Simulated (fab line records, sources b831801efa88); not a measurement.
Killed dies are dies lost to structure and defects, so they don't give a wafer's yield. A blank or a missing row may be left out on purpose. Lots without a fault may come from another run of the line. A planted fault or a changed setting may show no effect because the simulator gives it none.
fab line records | flow sky130
record lots=15 wafers=45 last_day=51
route steps=708 shown DNWELL@43 PWDE@54 VT_ADJUST_HVTP@92 VT_ADJUST_LVTN@104
lots that met no fault: from a run of the same line without faults
start_h: hours from the record's first day to the start of the lot's first wafer shown | wait_h: hours since the lot's step before | " the same as in the row above | L1.1+2: a row that stands for several wafers | - no value, or no start given | * or withheld: withheld | < > ~ a bound
route shown NAME@n: a module of which the file shows steps, and the number in the route of the first | usual: mean/standard deviation of fault-free wafers | same: alike in all rows | chamber/n: place in a boat | sites: the reading at each site | _std_site: their standard deviation | _edge_site: outer sites' mean less inner sites' | radius_mm: how far each site lies from the wafer's centre | mask NAME#n: copy n | behind: the tool/chamber that last shaped the wafer | hold: why the lot was held/for how many hours/how that ended | device: the transistor (n, p or np) that didn't switch | end of line: the same wafers' tests at the end of the route | a step without rows: its recipe alone | killed: dies lost to structure and defects at the first sort, not the wafer's yield | map: a wafer's dies, x killed, . not, _ none there
set.NAME: the setting as run; set.NAME@STEP: as run at that earlier step | model.NAME: the simulator's own value behind a step, which no gauge read
steps of the route over a sample of lots; a table a step, a row a wafer
services: from which hour (start_h, from the record's first day; less than 0 if before it) a tool's chamber was out of use, for how many hours, and why
## steps
# step SKY_DNWELL_STRIP_08
# recipe chemistry=O2/N2 power_w=1400 pressure_mtorr=1500 platen_temp_c=withheld o2_flow_sccm=3000 n2_flow_sccm=300 overash_fraction=0.5
# usual chamber_pressure_mTorr=1499.9/1.5 drypump_motor_current_A=5.9/0.47 oes_product_au=0.722/0.0044 strip_time_to_endpoint_s=36.91/0.09
# columns lot.wafer tool chamber start_h wait_h chamber_pressure_mTorr drypump_motor_current_A oes_product_au rf_hours_counter_h strip_time_to_endpoint_s
L513.2 plasma_asher-04 1 58.84 0.1 1499.1 6.1 0.723 35 36.91
L513.3 " 0 " " 1501.9 6.4 0.724 - 36.92
L513.4 " 1 " " 1499.8 6.1 0.721 - 36.97
L514.1 plasma_asher-04 1 61.42 0.1 1498.7 6.0 0.727 35 36.97
L514.4 " 1 " " 1498.4 6.1 0.725 - 36.82
L514.6 " 1 " " 1500.1 6.1 0.719 - 37.01
L516.1 plasma_asher-03 0 76.64 0.1 1500.4 5.4 0.722 33 36.92
L516.4 " 1 " " 1501.0 6.1 0.721 - 36.92
L516.6 " 1 " " 1499.7 6.1 0.730 - 36.90
L517.2 plasma_asher-03 1 78.27 0.1 1500.0 6.1 0.717 33 36.93
L517.4 " 0 " " 1498.9 5.4 0.727 - 36.83
L517.6 " 0 " " 1502.4 5.4 0.716 - 36.86
L519.1 plasma_asher-03 0 89.47 0.1 1498.8 5.4 0.726 34 37.01
L519.2 " 1 " " 1500.4 6.1 0.725 34 37.09
L519.3 " 0 " " 1499.2 5.4 0.725 - 37.01
L520.2 plasma_asher-04 0 90.94 0.1 - - - - -
L520.5 " 0 " " - - - - -
L520.6 " 1 " " - - - - -
L521.1 plasma_asher-01 1 97.94 0.1 - - - - -
L521.2 " 0 " " - - - - -
L521.3 " 1 " " - - - - -
L522.2 plasma_asher-01 1 103.48 0.1 - - - - -
L522.3 " 0 " " - - - - -
L522.6 " 0 " " - - - - -
L530.3 plasma_asher-01 0 148.91 0.1 1500.5 5.0 0.726 - 36.99
L530.5 " 1 " " 1498.1 5.8 0.717 - 36.84
L530.6 " 0 " " 1499.9 5.0 0.726 - 36.91
L531.3 plasma_asher-04 1 156.23 0.1 1499.8 6.1 0.718 - 36.75
L531.4 " 0 " " 1502.1 6.4 0.728 - 36.94
L531.5 " 0 " " 1501.8 6.4 0.720 - 36.89
L532.4 plasma_asher-04 1 161.28 0.1 1499.1 6.1 0.718 - 36.95
L532.5 " 1 " " 1498.0 6.1 0.721 - 36.94
L532.6 " 0 " " 1503.0 6.4 0.721 - 36.96
L534.1 plasma_asher-01 1 168.74 0.1 1500.9 5.9 0.730 5 36.81
L534.5 " 1 " " 1498.9 5.8 0.717 - 36.92
L534.6 " 0 " " 1501.5 5.0 0.717 - 36.90
L533.3 plasma_asher-03 0 169.05 0.1 1499.7 5.4 0.723 - 37.03
L533.4 " 1 " " 1499.8 6.1 0.727 - 36.90
L533.5 " 1 " " 1498.4 6.2 0.722 - 37.05
L535.1 plasma_asher-03 0 172.67 0.1 1500.1 5.4 0.718 43 37.06
L535.3 " 1 " " 1502.8 6.1 0.726 - 37.07
L535.4 " 0 " " 1500.5 5.3 0.730 - 37.18
L536.3 plasma_asher-04 0 177.30 0.1 1498.3 6.4 0.721 - 37.03
L536.4 " 1 " " 1499.1 6.1 0.718 - 36.97
L536.6 " 0 " " 1499.8 6.4 0.728 - 37.04
# step SKY_DNWELL_TW_MEAS_09
# usual DNWELL_TW=1116/8.1
# columns lot.wafer tool chamber start_h wait_h DNWELL_TW
L513.2 film_metro-02 - 58.95 0.1 1122
L513.3 " - " " 1125
L513.4 " - " " 1122
L514.1 film_metro-03 - 61.52 0.1 1121
L514.4 " - " " 1125
L514.6 " - " " 1126
L516.1 film_metro-03 - 76.74 0.1 1118
L516.4 " - " " 1118
L516.6 " - " " 1113
L517.2 film_metro-03 - 78.38 0.1 1124
L517.4 " - " " 1122
L517.6 " - " " 1120
L519.1 film_metro-03 - 89.57 0.1 1119
L519.2 " - " " 1113
L519.3 " - " " 1115
L520.2 film_metro-02 - 91.05 0.1 1129
L520.5 " - " " 1126
L520.6 " - " " 1127
L521.1 film_metro-03 - 98.04 0.1 1113
L521.2 " - " " 1117
L521.3 " - " " 1115
L522.2 film_metro-01 - 103.59 0.1 1105
L522.3 " - " " 1110
L522.6 " - " " 1108
L530.3 film_metro-02 - 149.00 0.1 1127
L530.5 " - " " 1130
L530.6 " - " " 1124
L531.3 film_metro-01 - 156.31 0.1 1099
L531.4 " - " " 1106
L531.5 " - " " 1105
L532.4 film_metro-03 - 161.37 0.1 1112
L532.5 " - " " 1105
L532.6 " - " " 1104
L534.1 film_metro-03 - 168.84 0.1 1116
L534.5 " - " " 1116
L534.6 " - " " 1117
L533.3 film_metro-03 - 169.14 0.1 1127
L533.4 " - " " 1123
L533.5 " - " " 1128
L535.1 film_metro-01 - 172.77 0.1 1114
L535.3 " - " " 1112
L535.4 " - " " 1113
L536.3 film_metro-02 - 177.39 0.1 1115
L536.4 " - " " 1112
L536.6 " - " " 1118
# step SKY_PWDE_STRIP_09
# recipe chemistry=O2/N2 power_w=1400 pressure_mtorr=1500 platen_temp_c=withheld o2_flow_sccm=3000 n2_flow_sccm=300 overash_fraction=0.5
# usual chamber_pressure_mTorr=1500.1/1.2 drypump_motor_current_A=5.6/0.5 oes_product_au=0.722/0.0047 strip_time_to_endpoint_s=36.89/0.11
# columns lot.wafer tool chamber start_h wait_h chamber_pressure_mTorr drypump_motor_current_A oes_product_au rf_hours_counter_h strip_time_to_endpoint_s
L513.2 plasma_asher-04 0 73.98 0.1 1502.7 6.4 0.720 36 36.89
L513.3 " 1 " " 1498.3 6.1 0.721 - 36.95
L513.4 " 0 " " 1500.2 6.4 0.721 - 36.90
L514.1 plasma_asher-01 0 78.18 0.1 1500.6 5.0 0.723 41 36.91
L514.4 " 0 " " 1501.9 4.9 0.726 - 36.95
L514.6 " 1 " " 1500.9 5.8 0.722 - 36.82
L516.1 plasma_asher-01 1 94.63 0.1 1498.7 5.8 0.722 43 37.08
L516.4 " 0 " " 1502.0 5.0 0.725 - 37.06
L516.6 " 0 " " 1500.1 5.0 0.728 - 37.04
L517.2 plasma_asher-02 1 96.73 0.1 1499.5 5.1 0.724 30 36.84
L517.4 " 1 " " 1499.4 5.1 0.720 - 37.04
L517.6 " 0 " " 1499.5 5.5 0.727 - 36.95
L519.1 plasma_asher-02 1 108.10 0.1 1502.1 5.2 0.725 31 36.99
L519.2 " 0 " " 1500.2 5.4 0.725 31 36.94
L519.3 " 1 " " 1499.7 5.2 0.719 - 36.89
L520.2 plasma_asher-02 1 109.85 0.1 1499.5 5.2 0.746 32 81.04
L520.5 " 1 " " 1501.0 5.2 0.736 - 81.05
L520.6 " 0 " " 1500.3 5.5 0.739 - 81.00
L521.1 plasma_asher-04 0 116.60 0.1 1498.6 6.4 0.726 40 80.98
L521.2 " 1 " " 1500.9 6.1 0.745 40 81.02
L521.3 " 0 " " 1500.8 6.4 0.739 - 80.95
L522.2 plasma_asher-01 0 122.83 0.1 1500.3 5.0 0.745 0 81.27
L522.3 " 1 " " 1499.3 5.9 0.741 - 81.30
L522.6 " 0 " " 1500.1 5.0 0.729 - 81.32
L530.3 plasma_asher-04 1 170.26 0.1 1498.5 6.1 0.712 - 36.87
L530.5 " 0 " " 1500.4 6.4 0.727 - 36.83
L530.6 " 1 " " 1500.1 6.1 0.727 - 36.87
L531.3 plasma_asher-01 1 177.81 0.1 1499.5 5.8 0.722 - 36.93
L531.4 " 0 " " 1499.6 5.0 0.716 - 36.92
L531.5 " 0 " " 1498.5 5.0 0.715 - 36.85
L532.4 plasma_asher-01 1 183.26 0.1 1499.0 5.8 0.731 - 36.87
L532.5 " 0 " " 1499.3 5.0 0.718 - 36.98
L532.6 " 1 " " 1499.9 5.9 0.723 - 36.90
L534.1 plasma_asher-04 0 190.33 0.1 1500.1 6.4 0.715 47 36.77
L534.5 " 0 " " 1499.0 6.4 0.721 - 36.92
L534.6 " 1 " " 1500.9 6.1 0.718 - 37.00
L533.3 plasma_asher-02 1 191.01 0.1 1501.8 5.2 0.725 - 36.81
L533.4 " 0 " " 1499.6 5.4 0.721 - 36.75
L533.5 " 0 " " 1496.9 5.4 0.717 - 36.75
L535.1 plasma_asher-02 0 195.40 0.1 1498.6 5.5 0.724 40 37.02
L535.3 " 0 " " 1500.6 5.4 0.720 - 36.98
L535.4 " 1 " " 1501.9 5.2 0.730 - 37.00
L536.3 plasma_asher-04 1 199.69 0.1 1501.1 6.1 0.723 - 36.83
L536.4 " 0 " " 1498.7 6.4 0.730 - 36.63
L536.6 " 1 " " 1498.9 6.1 0.721 - 36.69
# step SKY_PWDE_TW_MEAS_10
# usual PWDE_TW=375.2/2.1
# columns lot.wafer tool chamber start_h wait_h PWDE_TW
L513.2 film_metro-02 - 74.09 0.1 378.1
L513.3 " - " " 377.3
L513.4 " - " " 375.3
L514.1 film_metro-02 - 78.28 0.1 377.8
L514.4 " - " " 376.1
L514.6 " - " " 376.8
L516.1 film_metro-03 - 94.73 0.1 376.6
L516.4 " - " " 375.7
L516.6 " - " " 374.3
L517.2 film_metro-03 - 96.84 0.1 376.5
L517.4 " - " " 374.8
L517.6 " - " " 374.4
L519.1 film_metro-01 - 108.20 0.1 370.7
L519.2 " - " " 370.1
L519.3 " - " " 372.3
L520.2 film_metro-02 - 109.96 0.1 30.4
L520.5 " - " " 30.3
L520.6 " - " " 30.4
L521.1 film_metro-02 - 116.70 0.1 30.4
L521.2 " - " " 30.4
L521.3 " - " " 30.4
L522.2 film_metro-02 - 122.94 0.1 30.1
L522.3 " - " " 30.2
L522.6 " - " " 30.3
L530.3 film_metro-03 - 170.35 0.1 376.0
L530.5 " - " " 375.5
L530.6 " - " " 378.0
L531.3 film_metro-02 - 177.90 0.1 374.3
L531.4 " - " " 375.9
L531.5 " - " " 374.4
L532.4 film_metro-03 - 183.36 0.1 374.7
L532.5 " - " " 376.0
L532.6 " - " " 375.9
L534.1 film_metro-02 - 190.43 0.1 374.7
L534.5 " - " " 375.5
L534.6 " - " " 375.3
L533.3 film_metro-03 - 191.10 0.1 375.9
L533.4 " - " " 374.6
L533.5 " - " " 376.8
L535.1 film_metro-01 - 195.50 0.1 373.0
L535.3 " - " " 374.1
L535.4 " - " " 371.0
L536.3 film_metro-02 - 199.77 0.1 375.2
L536.4 " - " " 374.2
L536.6 " - " " 375.1
# step SKY_VT_ADJUST_HVTP_CD_MEAS_07
# recipe target_cd_nm=380
# usual cd_nm=380.5/2.6
# columns lot.wafer tool chamber start_h wait_h cd_nm
L513.2 cd_sem-02 - 130.29 0.1 379.0
L513.3 " - " " 381.5
L513.4 " - " " 381.3
L514.1 cd_sem-01 - 134.92 0.1 383.1
L514.4 " - " " 385.1
L514.6 " - " " 381.9
L516.1 cd_sem-01 - 153.87 0.1 378.4
L516.4 " - " " 376.7
L516.6 " - " " 376.4
L517.2 cd_sem-01 - 155.46 0.1 380.1
L517.4 " - " " 380.9
L517.6 " - " " 380.8
L519.1 cd_sem-02 - 169.17 0.1 375.4
L519.2 " - " " 380.7
L519.3 " - " " 376.8
L520.2 cd_sem-02 - 170.19 0.1 380.7
L520.5 " - " " 379.5
L520.6 " - " " 382.3
L521.1 cd_sem-01 - 178.68 0.1 383.6
L521.2 " - " " 383.4
L521.3 " - " " 381.0
L522.2 cd_sem-01 - 185.71 0.1 382.7
L522.3 " - " " 384.3
L522.6 " - " " 382.5
L530.3 cd_sem-02 - 238.01 0.1 386.3
L530.5 " - " " 383.0
L530.6 " - " " 385.8
L531.3 cd_sem-01 - 246.87 0.1 379.3
L531.4 " - " " 381.4
L531.5 " - " " 380.0
L532.4 cd_sem-01 - 253.68 0.1 381.3
L532.5 " - " " 379.8
L532.6 " - " " 380.3
L534.1 cd_sem-02 - 259.59 0.1 385.9
L534.5 " - " " 384.9
L534.6 " - " " 382.9
L533.3 cd_sem-01 - 260.56 0.1 381.5
L533.4 " - " " 383.2
L533.5 " - " " 381.6
L535.1 cd_sem-02 - 264.92 0.1 382.1
L535.3 " - " " 382.7
L535.4 " - " " 380.5
L536.3 cd_sem-01 - 269.13 0.1 380.4
L536.4 " - " " 380.1
L536.6 " - " " 378.2
# step SKY_VT_ADJUST_LVTN_OVL_MEAS_07
# usual VT_ADJUST_LVTN_OVL=-0.5/1.4
# columns lot.wafer tool chamber start_h wait_h VT_ADJUST_LVTN_OVL[nm]
L513.2 overlay-02 - 149.68 - -1.0
L513.3 " - " " -2.2
L513.4 " - " " -1.4
L514.1 overlay-02 - 154.79 - -2.1
L514.4 " - " " -1.6
L514.6 " - " " -2.2
L516.1 overlay-02 - 176.17 - -2.3
L516.4 " - " " -3.4
L516.6 " - " " -2.3
L517.2 overlay-01 - 177.23 - -1.1
L517.4 " - " " 0.7
L517.6 " - " " -0.9
L519.1 overlay-02 - 191.47 - -0.4
L519.2 " - " " 0.2
L519.3 " - " " -0.9
L520.2 overlay-02 - 192.42 - 0.1
L520.5 " - " " 0.2
L520.6 " - " " 0.0
L521.1 overlay-01 - 200.92 - -1.6
L521.2 " - " " -2.3
L521.3 " - " " -1.7
L522.2 overlay-02 - 207.97 - 1.2
L522.3 " - " " 0.9
L522.6 " - " " 0.1
L530.3 overlay-02 - 262.48 - -0.1
L530.5 " - " " -0.8
L530.6 " - " " 0.5
L531.3 overlay-01 - 270.95 - 0.8
L531.4 " - " " -0.4
L531.5 " - " " 0.0
L532.4 overlay-02 - 277.99 - -0.8
L532.5 " - " " -1.4
L532.6 " - " " -2.4
L534.1 overlay-01 - 284.68 - -1.7
L534.5 " - " " -2.2
L534.6 " - " " -2.1
L533.3 overlay-01 - 285.78 - -0.1
L533.4 " - " " 1.4
L533.5 " - " " -0.7
L535.1 overlay-01 - 289.92 - 1.9
L535.3 " - " " 0.6
L535.4 " - " " 0.4
L536.3 overlay-02 - 294.54 - -1.0
L536.4 " - " " -0.5
L536.6 " - " " -1.3
## services
# columns tool chamber start_h hours kind
plasma_asher-03 - 69.10 0.9 repair
plasma_asher-01 - 108.75 9.0 pm
plasma_asher-01 0 108.75 9.0 vent_cycle
plasma_asher-01 1 108.75 9.0 vent_cycle
plasma_asher-01 0 117.75 - clean
plasma_asher-01 1 117.75 - clean
plasma_asher-02 - 181.92 0.7 repair
plasma_asher-02 - 197.13 12.9 repair
## key
first_sign step=SKY_DNWELL_STRIP_08 reading=tool_record direction=missing
effect step=SKY_PWDE_STRIP_09 reading=strip_time_to_endpoint_s direction=up sigmas=99+ usual=* struck=*
effect step=SKY_PWDE_TW_MEAS_10 reading=PWDE_TW direction=down sigmas=99+ usual=375.2 struck=30.3
met_at SKY_DNWELL_STRIP_08
struck_lots L520,L521,L522
sort_left_out L520.2,L520.5,L520.6,L521.1,L521.2,L521.3,L522.2,L522.3,L522.6
tester_left_out L520,L521,L522
not_acting_at SKY_DNWELL_TW_MEAS_09,SKY_VT_ADJUST_HVTP_CD_MEAS_07,SKY_VT_ADJUST_LVTN_OVL_MEAS_07
onset_between 61.42 90.94
fault kind=skipped_step_whole tool=plasma_asher-01,plasma_asher-04 chamber=- onset_h=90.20 steps=SKY_DNWELL_STRIP_08 scope=struck_lots_only
# tester_left_out: of these lots the tester's yield and bins aren't shown, on N5 and GAA mostly nor the transistor test; their killed dies are dies lost to structure and defects alone, not to doping, threshold or leakage, so they don't give the yield
# sort_left_out: the simulated sort isn't trusted on such a fault, so these wafers' sort isn't shown, and their yield isn't known
